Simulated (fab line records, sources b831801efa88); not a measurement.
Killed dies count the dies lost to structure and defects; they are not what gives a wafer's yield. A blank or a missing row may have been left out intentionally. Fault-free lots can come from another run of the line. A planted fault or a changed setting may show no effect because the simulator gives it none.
fab line records    flow sky130
[record] lots = 11  wafers = 33  lastDay = 49
route steps=708 shown SD_N@356 SD_P@359 LI_CONTACT@363 CONTACT@424
lots untouched by any fault: they come from a run of this same line in which no faults occurred
startH: the number of hours between the record's first day and the start of the first shown wafer of the lot    waitH: hours from the lot's prior step to this one    " identical to the entry in the row above    L1.1+2: several wafers, shown together as one row    - no value present, or no start provided    * or withheld: withheld    < > ~ a bound
route shown NAME@n: NAME is a module with steps in the file, n the number in the route of the first one    usual: mean/standard deviation taken from wafers without a fault    same: alike in all rows    chamber/n: place in a boat    sites: readings site by site    _std_site: standard deviation across them    _edge_site: inner sites' mean taken away from outer sites' mean    radiusMm: for every site, how far away it sits from the centre of the wafer    mask NAME#n: copy n    behind: tool/chamber where the wafer was last shaped    hold: the reason the lot was held/the length of the hold in hours/how it ended    device: whichever transistor did not switch (one of n, p or np)    end of line: the same wafers' tests at the end of the route    step lacking rows: just its recipe    killed: dies that structure and defects cost at the first sort, which is not the same as the wafer's yield    map: a wafer's dies, marking killed ones x, the rest . and places with no die _
set.NAME: the run value of the setting; set.NAME@STEP: its run value at that earlier step    model.NAME: the simulator's own value behind a step, which no gauge read
a sample of lots followed through the steps of the route, with each step as a table and each wafer as a row
services: when a tool's chamber went out of use (startH, in hours from the record's first day, below 0 if earlier), for how many hours, and the reason
[[steps]]
[step SKY_SD_N_RTA_14]
[recipe] tempC = 1075  timeS = 2  idleTempC = 650  rampUpCPerS = 150  rampDownCPerS = 90  ambient = N2
[usual] lampPowerPct = 15.73/0.052  wafer_temp_C_max = 1077.9/1.3
lot.wafer  tool          chamber  startH  waitH  lampPowerPct  wafer_temp_C_max
L878.1     rtpAnneal-01  0        659.96  0.0    15.79         1077.8
L878.2     "             0        "       "      15.68         1076.2
L878.4     "             0        "       "      15.67         1076.4
L880.2     rtpAnneal-02  0        669.39  0.0    15.88         1076.6
L880.3     "             0        "       "      15.68         1078.5
L880.5     "             0        "       "      15.77         1077.1
L879.1     rtpAnneal-01  0        670.51  0.0    15.73         1078.2
L879.4     "             0        "       "      15.83         1078.9
L879.6     "             0        "       "      15.63         1079.2
L881.2     rtpAnneal-02  0        683.13  0.0    15.72         1078.5
L881.3     "             0        "       "      15.76         1077.8
L881.5     "             0        "       "      15.69         1077.6
L882.1     rtpAnneal-01  0        696.42  0.0    15.72         1078.3
L882.2     "             0        "       "      15.71         1077.0
L882.6     "             0        "       "      15.78         1076.9
L886.2     rtpAnneal-02  0        734.34  0.0    15.77         1079.3
L886.4     "             0        "       "      15.79         1077.0
L886.5     "             0        "       "      15.77         1077.5
L890.2     rtpAnneal-01  0        763.18  0.0    15.00         1078.3
L890.4     "             0        "       "      14.93         1076.6
L890.5     "             0        "       "      14.96         1076.7
L892.3     rtpAnneal-01  0        776.05  0.0    15.10         1078.1
L892.5     "             0        "       "      14.99         1076.4
L892.6     "             0        "       "      15.02         1078.6
L893.2     rtpAnneal-02  0        777.36  0.0    15.80         1077.2
L893.4     "             0        "       "      15.78         1076.2
L893.6     "             0        "       "      15.71         1078.4
L895.2     rtpAnneal-02  0        801.48  0.0    15.79         1076.5
L895.4     "             0        "       "      15.76         1078.0
L895.6     "             0        "       "      15.67         1076.4
L897.3     rtpAnneal-02  0        809.47  0.0    15.70         1078.6
L897.5     "             0        "       "      15.74         1077.3
L897.6     "             0        "       "      15.71         1076.3
[step SKY_SD_N_RS_MEAS_16]
[recipe] thkMeasGauge = four-point-probe
[usual] SD_N_RS = 68.59/0.11
lot.wafer  tool          chamber  startH  waitH  SD_N_RS[ohm/sq]
L878.1     filmMetro-01  -        660.19  0.1    68.77
L878.2     "             -        "       "      68.67
L878.4     "             -        "       "      68.56
L880.2     filmMetro-01  -        669.57  0.1    68.56
L880.3     "             -        "       "      68.80
L880.5     "             -        "       "      68.82
L879.1     filmMetro-04  -        670.81  0.1    68.56
L879.4     "             -        "       "      68.52
L879.6     "             -        "       "      68.67
L881.2     filmMetro-04  -        683.35  0.1    68.51
L881.3     "             -        "       "      68.57
L881.5     "             -        "       "      68.57
L882.1     filmMetro-04  -        696.59  0.1    68.42
L882.2     "             -        "       "      68.58
L882.6     "             -        "       "      68.60
L886.2     filmMetro-01  -        734.52  0.1    68.62
L886.4     "             -        "       "      68.67
L886.5     "             -        "       "      68.76
L890.2     filmMetro-03  -        763.36  0.1    71.92
L890.4     "             -        "       "      71.74
L890.5     "             -        "       "      71.67
L892.3     filmMetro-01  -        776.24  0.1    71.84
L892.5     "             -        "       "      71.84
L892.6     "             -        "       "      71.97
L893.2     filmMetro-01  -        777.55  0.1    68.59
L893.4     "             -        "       "      68.65
L893.6     "             -        "       "      68.49
L895.2     filmMetro-01  -        801.66  0.1    68.78
L895.4     "             -        "       "      68.64
L895.6     "             -        "       "      68.40
L897.3     filmMetro-04  -        809.67  0.1    68.63
L897.5     "             -        "       "      68.57
L897.6     "             -        "       "      68.73
[step SKY_SD_N_RS_MEAS_17]
[recipe] thkMeasGauge = four-point-probe
[usual] SD_P_RS = 147.1/0.36
lot.wafer  tool          chamber  startH  waitH  SD_P_RS[ohm/sq]
L878.1     filmMetro-01  -        660.31  0.1    146.8
L878.2     "             -        "       "      147.3
L878.4     "             -        "       "      147.0
L880.2     filmMetro-01  -        669.69  0.1    147.3
L880.3     "             -        "       "      147.2
L880.5     "             -        "       "      147.4
L879.1     filmMetro-04  -        670.93  0.1    146.8
L879.4     "             -        "       "      146.8
L879.6     "             -        "       "      146.9
L881.2     filmMetro-04  -        683.47  0.1    147.0
L881.3     "             -        "       "      146.8
L881.5     "             -        "       "      146.8
L882.1     filmMetro-04  -        696.71  0.1    147.2
L882.2     "             -        "       "      147.3
L882.6     "             -        "       "      147.6
L886.2     filmMetro-01  -        734.64  0.1    147.5
L886.4     "             -        "       "      147.6
L886.5     "             -        "       "      147.4
L890.2     filmMetro-03  -        763.48  0.1    166.3
L890.4     "             -        "       "      165.6
L890.5     "             -        "       "      166.0
L892.3     filmMetro-01  -        776.36  0.1    165.2
L892.5     "             -        "       "      165.5
L892.6     "             -        "       "      165.8
L893.2     filmMetro-01  -        777.67  0.1    147.3
L893.4     "             -        "       "      147.5
L893.6     "             -        "       "      147.3
L895.2     filmMetro-01  -        801.78  0.1    146.6
L895.4     "             -        "       "      146.5
L895.6     "             -        "       "      146.7
L897.3     filmMetro-04  -        809.79  0.1    147.4
L897.5     "             -        "       "      147.6
L897.6     "             -        "       "      147.7
[step SKY_LI_CONTACT_THK_MEAS_01]
[recipe] reads = PSG_of_LI_CONTACT_HDPCVD_00
[usual] LI_CONTACT_HDPCVD_THK = 929/9.1
lot.wafer  tool          chamber  startH  waitH  LI_CONTACT_HDPCVD_THK[nm]
L878.1     filmMetro-03  -        660.67  0.1    930
L878.2     "             -        "       "      922
L878.4     "             -        "       "      922
L880.2     filmMetro-04  -        670.04  0.1    905
L880.3     "             -        "       "      915
L880.5     "             -        "       "      923
L879.1     filmMetro-03  -        671.29  0.1    927
L879.4     "             -        "       "      931
L879.6     "             -        "       "      926
L881.2     filmMetro-03  -        683.82  0.1    933
L881.3     "             -        "       "      939
L881.5     "             -        "       "      918
L882.1     filmMetro-04  -        697.07  0.1    918
L882.2     "             -        "       "      919
L882.6     "             -        "       "      922
L886.2     filmMetro-03  -        734.99  0.1    928
L886.4     "             -        "       "      926
L886.5     "             -        "       "      929
L890.2     filmMetro-04  -        763.83  0.1    935
L890.4     "             -        "       "      935
L890.5     "             -        "       "      929
L892.3     filmMetro-03  -        776.70  0.1    927
L892.5     "             -        "       "      920
L892.6     "             -        "       "      930
L893.2     filmMetro-03  -        778.02  0.1    941
L893.4     "             -        "       "      945
L893.6     "             -        "       "      943
L895.2     filmMetro-04  -        802.18  0.1    934
L895.4     "             -        "       "      939
L895.6     "             -        "       "      933
L897.3     filmMetro-01  -        810.13  0.1    936
L897.5     "             -        "       "      926
L897.6     "             -        "       "      932
[step SKY_CONTACT_ETCH_18]
[recipe] target = Si3N4  chemistry = CHF3/O2  stopOn = TiN  sourceW = 600  biasW = 200  pressureMtorr = 40  chf3FlowSccm = 50  O2_flow_sccm = 5  timeS = 39  targetDepthA = 750
[usual] O2_flow_sccm = 4.997/0.015  drypumpMotorCurrentA = 5.9/0.43  oesProductAu = 0.856/0.0089  throttleValvePct = 8.794/0.0096
lot.wafer  tool        chamber  startH  waitH  O2_flow_sccm  drypumpMotorCurrentA  oesProductAu  rfHoursCounterH  throttleValvePct
L878.1     rieDiel-01  3        -       -      5.015         5.0                   0.842         6                8.804
L878.2     "           2        "       "      4.981         5.9                   0.843         22               8.791
L878.4     "           0        "       "      4.991         5.4                   0.851         -                8.791
L880.2     rieDiel-01  1        -       -      4.980         6.1                   0.846         4                8.786
L880.3     "           0        "       "      5.003         5.3                   0.850         6                8.781
L880.5     "           2        "       "      4.998         5.9                   0.850         -                8.798
L879.1     rieDiel-02  1        -       -      4.993         5.9                   0.846         14               8.774
L879.4     "           2        "       "      5.020         6.6                   0.869         14               8.805
L879.6     "           2        "       "      5.011         6.7                   0.853         -                8.798
L881.2     rieDiel-01  1        -       -      5.008         6.1                   0.838         4                8.784
L881.3     "           3        "       "      4.991         5.0                   0.842         7                8.783
L881.5     "           1        "       "      5.013         6.1                   0.868         -                8.790
L882.1     rieDiel-01  0        -       -      4.992         5.4                   0.865         6                8.781
L882.2     "           1        "       "      4.970         6.1                   0.869         5                8.786
L882.6     "           0        "       "      4.974         5.4                   0.870         -                8.817
L886.2     rieDiel-01  2        -       -      4.984         5.8                   0.847         23               8.781
L886.4     "           1        "       "      4.997         6.1                   0.852         6                8.787
L886.5     "           2        "       "      5.004         5.9                   0.868         -                8.808
L890.2     rieDiel-01  2        -       -      4.998         5.9                   0.847         24               8.787
L890.4     "           3        "       "      5.005         5.0                   0.859         10               8.800
L890.5     "           1        "       "      4.991         6.2                   0.859         -                8.805
L892.3     rieDiel-04  0        -       -      5.012         6.0                   0.862         17               8.792
L892.5     "           3        "       "      4.989         5.8                   0.867         -                8.796
L892.6     "           0        "       "      4.996         6.0                   0.868         -                8.818
L893.2     rieDiel-04  1        -       -      5.004         6.3                   0.859         5                8.779
L893.4     "           3        "       "      4.991         5.8                   0.858         6                8.790
L893.6     "           0        "       "      5.016         6.0                   0.862         -                8.794
L895.2     rieDiel-04  1        -       -      5.008         6.3                   0.850         5                8.777
L895.4     "           3        "       "      5.011         5.9                   0.877         7                8.796
L895.6     "           1        "       "      5.021         6.3                   0.857         -                8.795
L897.3     rieDiel-04  2        -       -      4.979         5.6                   0.856         9                8.805
L897.5     "           0        "       "      4.991         6.0                   0.861         -                8.795
L897.6     "           1        "       "      5.012         6.3                   0.860         -                8.789
[step SKY_CONTACT_CMP_27]
[recipe] stopOn = SiO2  tOverpolishS = 15  downForcePsi = 3.5  platenRpm = 60  targetThkNm = 0  padVelocityMS = 0.94248
[usual] motorCurrentA = 11.4/1.1  overpolishRunS = 14.999/0.0083  timeToEndpointS = 83/3.2
lot.wafer  tool    chamber  startH  waitH  motorCurrentA  overpolishRunS  timeToEndpointS
L878.4     cmp-02  1        747.88  0.3    12.5           15.004          85
L878.1     "       2        "       "      13.7           14.990          80
L878.2     "       3        "       "      11.4           15.009          83
L880.3     cmp-01  1        757.94  0.1    11.8           15.002          82
L880.2     "       2        "       "      10.9           15.004          82
L880.5     "       0        "       "      10.3           14.996          82
L879.1     cmp-01  2        758.68  0.1    10.7           14.997          86
L879.4     "       3        "       "      10.2           14.991          88
L879.6     "       2        "       "      10.3           14.988          83
L881.3     cmp-01  1        770.34  0.0    11.0           15.006          80
L881.2     "       3        "       "      9.7            14.996          81
L881.5     "       2        "       "      10.8           14.997          82
L882.1     cmp-01  0        782.08  0.1    10.9           14.986          81
L882.2     "       2        "       "      10.2           14.995          83
L882.6     "       1        "       "      12.6           15.017          79
L886.4     cmp-02  3        819.97  0.0    12.1           15.004          84
L886.2     "       1        "       "      13.2           14.991          87
L886.5     "       3        "       "      12.4           14.993          88
L890.2     cmp-02  3        847.26  0.0    12.1           14.985          87
L890.4     "       1        "       "      12.7           14.998          88
L890.5     "       3        "       "      11.8           15.000          88
L892.3     cmp-01  2        860.30  0.1    11.0           15.009          87
L892.6     "       1        "       "      11.7           15.002          82
L892.5     "       2        "       "      10.4           15.000          86
L893.2     cmp-01  0        862.23  0.1    10.8           14.990          82
L893.4     "       2        "       "      10.2           15.001          85
L893.6     "       3        "       "      9.9            14.994          85
L895.2     cmp-02  0        884.02  0.1    11.5           14.996          83
L895.4     "       1        "       "      11.9           15.010          85
L895.6     "       3        "       "      11.7           15.008          84
L897.3     cmp-02  3        892.56  0.1    12.1           15.006          87
L897.5     "       1        "       "      12.3           14.987          88
L897.6     "       2        "       "      13.9           15.011          82
[[services]]
tool          chamber  startH  hours  kind
cmp-02        -        642.83  1.9    repair
rieDiel-02    3        652.25  31.3   repair
rieDiel-02    -        670.35  0.5    repair
rieDiel-02    -        673.76  2.2    repair
rieDiel-02    0        688.76  24.9   repair
rieDiel-01    -        736.70  1.1    repair
cmp-01        -        744.00  4.0    pm
rieDiel-01    1        744.87  2.1    repair
cmp-01        -        748.00  -      consumableReplace:conditioner
cmp-01        -        754.19  0.6    repair
rieDiel-01    1        759.33  6.4    repair
rieDiel-01    2        772.79  43.6   repair
cmp-01        -        774.54  1.1    repair
cmp-02        -        781.79  1.9    repair
cmp-02        -        792.16  1.1    repair
rieDiel-04    -        820.65  14.6   pm
rtpAnneal-02  -        824.70  8.2    pm
cmp-02        -        828.03  1.5    repair
cmp-02        -        830.16  1.5    repair
rieDiel-02    1        835.82  3.7    repair
rieDiel-04    3        840.41  8.5    repair
rieDiel-01    2        840.47  2.7    repair
cmp-02        -        855.67  2.2    repair
rieDiel-02    0        863.02  5.0    repair
[[key]]
[firstSign] step = SKY_SD_N_RTA_14  reading = lampPowerPct  direction = down  sigmas = 14  usual = 15.73  struck = 15.00
[effect] step = SKY_SD_N_RS_MEAS_16  reading = SD_N_RS  direction = up  sigmas = 28  usual = 68.59  struck = 71.83
[effect] step = SKY_SD_N_RS_MEAS_17  reading = SD_P_RS  direction = up  sigmas = 51  usual = 147.1  struck = 165.7
metAt SKY_SD_N_RTA_14
struckLots L890,L892
testerLeftOut L890,L892
notActingAt SKY_LI_CONTACT_THK_MEAS_01,SKY_CONTACT_ETCH_18,SKY_CONTACT_CMP_27
onsetBetween 696.42 763.18
[fault] kind = processParameterDrift  tool = rtpAnneal-01  chamber = -  onsetH = 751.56  steps = SKY_SD_N_RTA_14  channel = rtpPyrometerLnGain  offset = 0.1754  shape = step  endH = 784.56
// testerLeftOut: of these lots the tester's yield and bins aren't shown, on N5 and GAA mostly nor the transistor test; their killed dies are dies lost to structure and defects alone, not to doping, threshold or leakage, so they don't give the yield
